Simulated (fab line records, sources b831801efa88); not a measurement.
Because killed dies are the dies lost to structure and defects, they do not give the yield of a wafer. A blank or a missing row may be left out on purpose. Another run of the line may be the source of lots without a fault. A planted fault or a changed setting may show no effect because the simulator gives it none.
Matching of chambers | flow sky130 | 4 sister chambers for SKY_CONTACT_CMP_27 on cmp-01
The step polishes, stops on SiO2, t overpolish 15 s, target thk 0 nm. 14 wafers are shown with their chamber, then 7 later ones without.

## WAFERS PAIRED WITH THEIR CHAMBERS
wafer  | chamber | motor_current_A (A) | time_to_endpoint_s (s)
L792.2 | 3       | 9.4                 | 81
L792.3 | 2       | 11.3                | 82
L792.4 | 1       | 10.3                | 79
L793.1 | 0       | 12.8                | 76
L793.2 | 3       | 9.6                 | 81
L793.3 | 2       | 11.7                | 83
L798.3 | 1       | 11.3                | 78
L798.4 | 0       | 12.6                | 77
L798.5 | 3       | 9.0                 | 80
L799.1 | 2       | 10.8                | 83
L799.3 | 0       | 12.8                | 82
L799.6 | 1       | 11.3                | 79
L800.1 | 0       | 12.3                | 87
L800.3 | 3       | 8.8                 | 91

SIGNATURES (means of the wafers above)
reading            | chamber 0 | chamber 1 | chamber 2 | chamber 3 | scatter within a chamber
motor_current_A    | 12.625    | 10.967    | 11.267    | 9.200     | 0.405
time_to_endpoint_s | 80.50     | 78.67     | 82.67     | 83.25     | 3.99
Rule: for each reading, subtract the chamber's mean from the wafer's reading, divide by that reading's scatter and square the result; add these up over the readings and take the root, which gives the wafer's distance from the chamber. The wafer belongs to the nearest chamber; if the next one is less than 2 further off, it can't be placed. The scatter: take each reading less its chamber's mean, square it, sum over the shown wafers, divide by the number of wafers less the number of chambers, and take the root.

## WAFERS WHOSE CHAMBER IS MISSING
wafer  | motor_current_A (A) | time_to_endpoint_s (s)
L800.4 | 10.9                | 85
L805.3 | 11.5                | 77
L805.4 | 11.1                | 82
L805.5 | 11.5                | 78
L809.2 | 11.8                | 78
L810.2 | 11.1                | 77
L810.6 | 11.2                | 80

## WHICH CHAMBER EACH WENT THROUGH
wafer  | from the rows above          | in truth
L800.4 | can't be placed: 2 or 1      | 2
L805.3 | can't be placed: 1 or 2 or 0 | 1
L805.4 | can't be placed: 2 or 1      | 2
L805.5 | can't be placed: 2 or 1 or 0 | 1
L809.2 | can't be placed: 2 or 1 or 0 | 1
L810.2 | can't be placed: 1 or 2      | 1
L810.6 | can't be placed: 1 or 2      | 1
Correct placement for 0 of the 7. These rows do not allow placing 7 (true chamber among the candidates in 7). Placed wrongly: 0.
